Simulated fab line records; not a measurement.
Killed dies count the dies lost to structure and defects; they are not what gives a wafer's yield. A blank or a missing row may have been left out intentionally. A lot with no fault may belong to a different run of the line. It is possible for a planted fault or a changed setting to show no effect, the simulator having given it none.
Which of the tools did it? / flow gf180mcu / 18 wafers from 6 lots sampled at 3 of the route's 602 steps

WHAT EACH GAUGE READ, for each wafer
GF_V1_THK_MEAS_03.
lot=L530; measured=day 17 19:13; on=filmMetro-03; V1_CVD_02_THK (nm)=846 837 866
lot=L535; measured=day 20 04:43; on=filmMetro-04; V1_CVD_02_THK (nm)=844 838 847
lot=L537; measured=day 20 16:52; on=filmMetro-03; V1_CVD_02_THK (nm)=835 838 856
lot=L544; measured=day 23 00:58; on=filmMetro-03; V1_CVD_02_THK (nm)=856 849 849
lot=L547; measured=day 24 01:20; on=filmMetro-04; V1_CVD_02_THK (nm)=850 858 845
lot=L551; measured=day 25 02:57; on=filmMetro-03; V1_CVD_02_THK (nm)=835 833 843

WHAT TOOL EACH LOT RAN ON (gives the tool, then ch and the chambers of the sampled wafers, and finally the start)
lot=L530; GF_M1_SPUTTER_04=pvdSputter-03, day 16 19:31; GF_M1_METAL_ETCH_16=rieMetal-02 ch 0,1, day 17 18:21
lot=L535; GF_M1_SPUTTER_04=pvdSputter-03, day 19 03:43; GF_M1_METAL_ETCH_16=rieMetal-02 ch 0,1, day 20 03:51
lot=L537; GF_M1_SPUTTER_04=pvdSputter-03, day 19 16:21; GF_M1_METAL_ETCH_16=rieMetal-04 ch 0,1, day 20 16:00
lot=L544; GF_M1_SPUTTER_04=pvdSputter-01, day 22 00:24; GF_M1_METAL_ETCH_16=rieMetal-04 ch 0,1, day 23 00:05
lot=L547; GF_M1_SPUTTER_04=pvdSputter-02, day 23 01:51; GF_M1_METAL_ETCH_16=rieMetal-02 ch 0,1, day 24 00:27
lot=L551; GF_M1_SPUTTER_04=pvdSputter-03, day 24 04:18; GF_M1_METAL_ETCH_16=rieMetal-04 ch 0,1, day 25 02:05
- GF_M1_SPUTTER_04: material TiN, target thk 50 nm, time 41.7 s.
- GF_M1_METAL_ETCH_16: etches the open film in Cl2/BCl3, stops on SiO2, target depth 750.8 nm, time 125.1 s.

THE ANSWER, worked out from the rows above alone
Rule: the usual values come from the lots themselves. The widest of any qualifying gaps counts: lots, ordered by their means at a reading, are off when they make up no more than a third of the lots, leave a main group of 4 or more, and stand apart from it by 3 or more times the standard deviation of that group's means. The tables above print the reading to a certain number of digits; a main group whose means all agree to those digits is not used. Also off: a lot with no number at a reading for which 4 or more lots have one. Any other lot the step has rows for is counted as sound.
Across all readings shown, no lot is off: no conclusion can be drawn from this.

WHAT THE SIMULATOR HAD PUT IN
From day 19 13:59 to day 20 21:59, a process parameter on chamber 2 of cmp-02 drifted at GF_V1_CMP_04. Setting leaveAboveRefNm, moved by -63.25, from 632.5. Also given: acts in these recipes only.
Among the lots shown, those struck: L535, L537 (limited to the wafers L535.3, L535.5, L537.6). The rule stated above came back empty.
